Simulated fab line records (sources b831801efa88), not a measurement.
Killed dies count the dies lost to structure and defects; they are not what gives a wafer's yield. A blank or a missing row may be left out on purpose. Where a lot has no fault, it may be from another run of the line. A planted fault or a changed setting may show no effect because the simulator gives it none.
Which of the tools did it? -- flow gf180mcu -- 13 lots with 39 wafers sampled at 5 steps, on a route of 602 steps

== WHAT THE GAUGES READ, wafer by wafer ==
GF_STI_BOW_MEAS_00.
lot,measured,on,INCOMING_BOW (um)
L240,day 1 10:01,filmMetro-04,6 -7 -5
L241,day 1 15:02,filmMetro-02,12 2 3
L242,day 1 20:04,filmMetro-02,6 -4 3
L243,day 2 01:00,filmMetro-04,2 3 8
L244,day 2 06:00,filmMetro-02,7 -4 -6
L253,day 4 03:02,filmMetro-02,-1 -2 -6
L254,day 4 08:00,filmMetro-03,2 -3 12
L255,day 4 13:00,filmMetro-03,9 -9 -4
L258,day 5 04:02,filmMetro-03,4 -12 1
L259,day 5 09:00,filmMetro-03,-6 11 3
L260,day 5 14:00,filmMetro-03,-4 -3 2
L262,day 6 00:01,filmMetro-04,3 0 -8
L263,day 6 05:02,filmMetro-04,-5 -1 -8

GF_VT_IMPLANT_RS_MEAS_47: the measuring method here is four-point-probe.
lot,measured,on,NWELL_RS (ohm/sq)
L240,day 7 14:23,filmMetro-01,489.1 487.3 487.5
L241,day 7 18:20,filmMetro-04,486.0 487.5 488.0
L242,day 8 02:41,filmMetro-04,487.0 486.2 487.2
L243,day 8 10:01,filmMetro-04,489.2 489.0 488.5
L244,day 8 23:36,filmMetro-02,488.6 489.0 488.8
L253,day 11 08:23,filmMetro-04,491.5 492.6 492.4
L254,day 11 13:55,filmMetro-02,492.5 491.9 491.0
L255,day 11 18:09,filmMetro-02,488.0 488.3 488.4
L258,day 12 17:27,filmMetro-01,485.5 485.1 486.4
L259,day 12 23:37,filmMetro-01,487.1 489.0 488.8
L260,day 13 07:04,filmMetro-02,487.5 486.8 487.1
L262,day 13 18:17,filmMetro-01,486.9 486.5 486.5
L263,day 14 13:15,filmMetro-01,487.4 487.3 487.6

GF_HV_LDD_OVL_MEAS_08.
lot,measured,on,HV_LDD_OVL (nm)
L240,day 10 01:37,overlay-02,0.8 -0.2 0.8
L241,day 10 05:43,overlay-02,-1.1 -1.9 0.0
L242,day 10 15:47,overlay-01,-0.3 -1.6 0.9
L243,day 10 22:01,overlay-01,-1.8 -1.4 0.5
L244,day 11 14:20,overlay-01,-0.4 -1.2 -1.0
L253,day 14 06:28,overlay-02,1.6 -0.5 1.4
L254,day 14 09:59,overlay-02,1.0 -0.5 -0.2
L255,day 14 13:41,overlay-01,-1.5 -0.3 -3.9
L258,day 15 14:15,overlay-01,-2.2 -2.6 0.8
L259,day 15 22:55,overlay-01,-0.2 -0.6 -2.2
L260,day 16 05:41,overlay-02,0.6 -1.1 0.9
L262,day 16 19:42,overlay-02,0.5 1.6 1.3
L263,day 17 13:12,overlay-02,-0.8 1.0 1.1

GF_HV_LDD_THK_MEAS_57.
lot,measured,on,HV_LDD_CVD_56_THK (nm)
L240,day 12 14:08,filmMetro-01,89.2 89.3 89.3
L241,day 12 17:22,filmMetro-04,89.6 89.6 89.7
L242,day 13 04:49,filmMetro-04,89.0 89.2 89.2
L243,day 13 12:16,filmMetro-01,90.9 91.6 90.3
L244,day 14 07:10,filmMetro-01,90.8 91.0 90.6
L253,day 17 02:50,filmMetro-04,91.1 90.7 90.8
L254,day 17 07:39,filmMetro-04,91.0 91.3 91.5
L255,day 17 12:22,filmMetro-02,89.4 90.7 90.0
L258,day 18 14:22,filmMetro-01,89.2 90.1 89.0
L259,day 19 00:16,filmMetro-02,91.5 91.2 90.0
L260,day 19 08:03,filmMetro-02,90.0 90.0 90.1
L262,day 19 21:54,filmMetro-04,88.2 87.8 88.0
L263,day 20 18:10,filmMetro-01,90.3 90.2 90.3

== WHAT TOOL EACH LOT RAN ON (gives the tool, then ch and the chambers of the sampled wafers, and finally the start) ==
lot,GF_NWELL_IMPLANT_08
L240,"implanter-01 ch 0, day 3 08:18"
L241,"implanter-02 ch 0, day 3 12:47"
L242,"implanter-02 ch 0, day 3 18:36"
L243,"implanter-03 ch 0, day 4 00:26"
L244,"implanter-02 ch 0, day 4 11:07"
L253,"implanter-01 ch 0, day 6 09:11"
L254,"implanter-01 ch 0, day 6 12:37"
L255,"implanter-03 ch 0, day 6 17:19"
L258,"implanter-02 ch 0, day 7 10:38"
L259,"implanter-02 ch 0, day 7 15:49"
L260,"implanter-03 ch 0, day 7 20:16"
L262,"implanter-02 ch 0, day 8 07:12"
L263,"implanter-02 ch 0, day 8 21:49"
- GF_NWELL_IMPLANT_08

== AS READ BY THE TOOLS THEMSELVES (means over the sampled wafers that have a number; for cases with no such wafer, the mark the record gives instead) ==
GF_NWELL_IMPLANT_08.
lot,tool,beamOnS (s)
L240,implanter-01,9.99
L241,implanter-02,10.05
L242,implanter-02,9.97
L243,implanter-03,9.95
L244,implanter-02,9.96
L253,implanter-01,10.06
L254,implanter-01,9.86
L255,implanter-03,9.93
L258,implanter-02,10.15
L259,implanter-02,10.03
L260,implanter-03,10.00
L262,implanter-02,9.96
L263,implanter-02,10.04

== THE ANSWER, worked out from the rows above alone ==
Rule: what is usual is taken from the lots themselves. Put in order of their means at a reading, lots are off if they are a third of the lots or fewer, leave a main group of 4 or more, and stand apart from it by a gap of 3 or more times the standard deviation of the main group's means; of several such gaps the widest counts. A main group is skipped when, at the precision printed for the reading in the tables above, its means are all equal. A lot without any number at a reading at which 4 lots or more have one is off too. Where the step has rows for the other lots, those lots are counted as sound. First the gauges in route order, then the tools' own readings, where a lot's mean is used as printed above. At the first step where some lot is off, the reading lying furthest off is the one used; lots without a number count as furthest.
Off: at GF_VT_IMPLANT_RS_MEAS_47 (NWELL_RS), L253, L254. Mean 487.5 ohm/sq and standard deviation 0.95 in the main group.
If a tool, at a process step before that reading, ran all the lots that are off and no sound lot after the first of them, it fits. The gauges at GF_VT_IMPLANT_RS_MEAS_47 are tried like those tools. One candidate fits, namely implanter-01 at GF_NWELL_IMPLANT_08. Its last sound lot is L240 (day 3 08:18), its first lot that is off L253 (day 6 09:11): a fault that began between those two fits.

== WHAT THE SIMULATOR PUT IN ==
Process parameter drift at GF_NWELL_IMPLANT_08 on implanter-01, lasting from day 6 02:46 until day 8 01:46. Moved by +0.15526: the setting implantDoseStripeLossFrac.
Lots struck among those shown: L253, L254. Same finding as the rule above.
